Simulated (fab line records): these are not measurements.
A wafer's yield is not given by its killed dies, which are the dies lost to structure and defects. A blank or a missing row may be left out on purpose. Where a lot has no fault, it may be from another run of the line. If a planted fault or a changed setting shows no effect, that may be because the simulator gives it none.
Problem report, 8D (eight disciplines) form, completed by code :: flow sky130 :: the parts of the form that need people (team, actions taken, sign-off) are left out

== 1. WHAT WENT WRONG ==
Wafers free of any fault read 0.7 nm (standard deviation 1.2) for GATE_OXIDE_OVL at SKY_GATE_OXIDE_OVL_MEAS_10, against a mean of -103.7 nm on 12 wafers of 4 lots. Measured from the usual mean, that is -87 standard deviations.
Earliest sighting: wafer L182.1 on overlay-01 at day 20 06:40. The record has a number at this step for 42 wafers belonging to 14 lots. By rule, "out" or "out of limits" means more than 4 standard deviations away from the usual mean. The other wafers with a number count as sound.

== 2. WHAT IT IS, WHAT IT ISN'T ==
question: which readings at this step
is: GATE_OXIDE_OVL
is not: -

question: which lots
is: L182, L185, L186, L187
is not: L164, L166, L169, L171, L172, L174, L175, L176, L179, L184

question: which wafers of those lots
is: all that have a number
is not: -

question: read on which gauges
is: overlay-01, overlay-02
is not: -

question: when
is: from day 20 06:40
is not: up to then (27 sound wafers); but 3 sound wafers of L184 came after

== 3. THE SUSPECTS, EACH WITH WHAT RULES IT OUT ==
Counting: any tool at a process step up to the reading is kept as a suspect provided that every lot that is out went through it and no sound lot did after the first of them.
- the gauge at SKY_GATE_OXIDE_OVL_MEAS_10 has been ruled out. The wafers that are out were read on 2 gauges (overlay-01, overlay-02).
- ilineStepper-02 at SKY_GATE_OXIDE_EXPOSE_07 (exposes mask LVOM, target cd 600 nm): kept. Every lot that is out went through it, starting with L182 (day 19 15:35), and after that it ran no sound lot; the last sound lot it ran before then is L176 (day 17 14:18).
Left after counting: ilineStepper-02 at SKY_GATE_OXIDE_EXPOSE_07.

== 4. THE CAUSE (what the simulator had put in) ==
Scanner matching overlay: ilineStepper-02, from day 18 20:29 on, at SKY_GATE_OXIDE_EXPOSE_07. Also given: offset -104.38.
The count eliminated every tool but this one.

== 5. THE CHAIN OF EFFECTS, in route order ==
Rows list readings where the struck wafers' mean (over those with a number) sits beyond 3 standard deviations from the usual. Only readings whose record carries a usual standard deviation are examined. hours: median over the lots of the time between each lot's start at the first step of this table that gives one and its start at this step. sigmas: the change, counted in usual standard deviations.
hours: 0
step: SKY_GATE_OXIDE_OVL_MEAS_10
reading: GATE_OXIDE_OVL
usual: 0.7 nm
on struck wafers: -103.7
change: -104.4
sigmas: -87
Later measuring or inspecting steps at which every struck wafer that the step has a row for has a number for every such reading, and none has moved that far: SKY_SD_N_CD_MEAS_07, SKY_LOCAL_INTERCONNECT_THK_MEAS_02, SKY_CONTACT_OVL_MEAS_15.

== 6. WHAT WOULD HAVE CAUGHT IT SOONER ==
34 hours passed between the start of the fault at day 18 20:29 and the first reading out of limits at a measuring or inspecting step in this record, taken at day 20 06:40.
Of the lots that are out (4), L185, L187, L186 began SKY_GATE_OXIDE_EXPOSE_07 on ilineStepper-02 after day 20 06:40. A hold on the tool at that time would have spared those 3.
